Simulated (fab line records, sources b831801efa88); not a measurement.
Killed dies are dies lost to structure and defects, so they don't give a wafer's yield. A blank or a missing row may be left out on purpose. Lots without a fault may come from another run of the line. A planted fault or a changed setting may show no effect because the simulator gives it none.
Which tool did it? | flow sky130 | 13 lots, 39 wafers sampled, at 3 steps of a route of 708

WHAT THE GAUGES READ, wafer by wafer
SKY_NWELL_RS_MEAS_31: measures by four-point-probe. Usual: PWDE_RS 5280 ohm/sq, standard deviation 17.
lot  | measured     | on            | PWDE_RS (ohm/sq) | flag
L293 | day 5 04:45  | film_metro-01 | 5290 5299 5305   |
L294 | day 5 09:56  | film_metro-01 | 5272 5289 5285   |
L296 | day 6 02:42  | film_metro-01 | 5289 5298 5281   |
L298 | day 6 12:29  | film_metro-03 | 5285 5297 5274   |
L299 | day 6 21:20  | film_metro-03 | 5265 5268 5259   |
L301 | day 7 09:38  | film_metro-03 | 5281 5275 5274   |
L302 | day 7 16:42  | film_metro-02 | 5270 5280 5273   |
L303 | day 7 20:41  | film_metro-02 | 5289 5289 5294   |
L305 | day 8 09:02  | film_metro-02 | 5265 5277 5246   |
L307 | day 8 20:16  | film_metro-01 | 5272 5273 5291   |
L313 | day 10 08:23 | film_metro-03 | 5256 5261 5261   |
L314 | day 10 13:44 | film_metro-02 | 5256 5260 5262   |
L315 | day 10 22:31 | film_metro-03 | 5303 5293 5298   |

SKY_VT_ADJUST_LVTN_OVL_MEAS_07. Usual: VT_ADJUST_LVTN_OVL -0.2 nm, standard deviation 1.3.
lot  | measured     | on         | VT_ADJUST_LVTN_OVL (nm) | flag
L293 | day 6 17:42  | overlay-01 | -0.2 0.9 1.4            |
L294 | day 6 23:06  | overlay-01 | 0.5 -1.8 -1.1           |
L296 | day 7 17:30  | overlay-01 | -0.7 -1.3 1.1           |
L298 | day 8 04:22  | overlay-02 | -0.1 -0.7 -0.6          |
L299 | day 8 14:32  | overlay-02 | -1.0 0.1 0.7            |
L301 | day 9 02:55  | overlay-01 | -0.7 0.0 -2.0           |
L302 | day 9 11:10  | overlay-01 | -0.7 0.1 -0.4           |
L303 | day 9 15:33  | overlay-01 | -2.1 -2.4 -2.9          |
L305 | day 10 04:28 | overlay-02 | 2.3 -0.2 2.3            |
L307 | day 10 17:24 | overlay-02 | 0.0 0.4 0.4             |
L313 | day 12 08:51 | overlay-01 | -0.8 2.1 1.6            |
L314 | day 12 13:40 | overlay-02 | 0.4 0.6 -0.8            |
L315 | day 12 22:55 | overlay-02 | -2.3 -1.2 -2.0          |

WHICH TOOL RAN EACH LOT (tool, then ch and the chambers of the sampled wafers, then the start)
lot  | SKY_DNWELL_EXPOSE_04
L293 | iline_stepper-02 ch 0, day 2 18:57
L294 | iline_stepper-02 ch 0, day 2 23:55
L296 | iline_stepper-02 ch 0, day 3 13:38
L298 | iline_stepper-02 ch 0, day 3 22:23
L299 | iline_stepper-01 ch 0, day 4 06:56
L301 | iline_stepper-01 ch 0, day 4 16:22
L302 | iline_stepper-01 ch 0, day 4 21:06
L303 | iline_stepper-01 ch 0, day 5 01:57
L305 | iline_stepper-01 ch 0, day 5 11:33
L307 | iline_stepper-01 ch 0, day 5 21:37
L313 | iline_stepper-01 ch 0, day 7 04:41
L314 | iline_stepper-01 ch 0, day 7 11:21
L315 | iline_stepper-02 ch 0, day 7 16:16
- SKY_DNWELL_EXPOSE_04: exposes mask DNM, target cd 3000 nm.

WHAT THE TOOLS THEMSELVES READ (means of the sampled wafers that have a number; where no wafer has one, the mark that the record gives instead)
The record holds no such reading with a usual standard deviation.

THE ANSWER, worked out from the rows above alone
Rule: a lot is off if the mean of its wafers that have a number lies more than 3 standard deviations from the usual mean. A lot without any number at a reading at which 4 lots or more have one is off too. The other lots that the step has rows for count as sound. The gauges are gone through in route order, then the tools' own readings, and for those a lot's mean is taken as printed above. The first step at which some lot is off is used, and at that step the reading that is off furthest; a lot without a number counts as furthest.
No lot is off at any reading shown: from this, nothing can be told.

WHAT THE SIMULATOR HAD PUT IN
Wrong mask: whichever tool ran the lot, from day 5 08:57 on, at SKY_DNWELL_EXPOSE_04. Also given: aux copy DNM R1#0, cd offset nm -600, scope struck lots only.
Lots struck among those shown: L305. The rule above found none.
